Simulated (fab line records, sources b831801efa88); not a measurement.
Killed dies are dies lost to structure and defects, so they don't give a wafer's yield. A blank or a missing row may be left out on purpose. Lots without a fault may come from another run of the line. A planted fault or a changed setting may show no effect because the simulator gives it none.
Chamber matching | flow sky130 | SKY_VIA4_CMP_21 on cmp-01: 4 sister chambers
The step polishes, stops on SiO2, t overpolish 25 s, target thk 0 nm. 4 wafers are shown with their chamber, then 8 later ones without.

WAFERS WITH THEIR CHAMBER
wafer  | chamber | motor_current_A (A)
L305.6 | 2       | 11.6
L310.5 | 0       | 10.4
L310.6 | 1       | 10.0
L314.1 | 3       | 11.3

WAFERS WITHOUT THEIR CHAMBER
wafer  | motor_current_A (A)
L314.2 | 9.8
L314.4 | 11.6
L317.1 | 10.3
L317.5 | 11.6
L317.6 | 10.5
L321.2 | 11.2
L321.4 | 10.8
L321.5 | 10.5

WHICH CHAMBER EACH WENT THROUGH
wafer  | from the rows above     | in truth
L314.2 | 1                       | 1
L314.4 | can't be placed: 2 or 3 | 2
L317.1 | can't be placed: 0 or 1 | 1
L317.5 | can't be placed: 2 or 3 | 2
L317.6 | 0                       | 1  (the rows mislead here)
L321.2 | can't be placed: 3 or 2 | 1
L321.4 | can't be placed: 0 or 3 | 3
L321.5 | 0                       | 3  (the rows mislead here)
Placed correctly: 1 of 8. Can't be placed from these rows: 5 (the true chamber is among the candidates in 4). Placed wrongly: 2.
How it was worked out, from the rows above alone: a wafer's distance from a chamber is the root of the sum, over the readings, of the square of ((its reading less the chamber's mean) divided by the reading's scatter). The wafer belongs to the nearest chamber; if the next one is less than 2 further off, it can't be placed. A chamber's mean is the mean of its shown wafers. The scatter: with one shown wafer a chamber, the root of the mean of the squares of how far each hidden wafer lies from its nearest shown one.
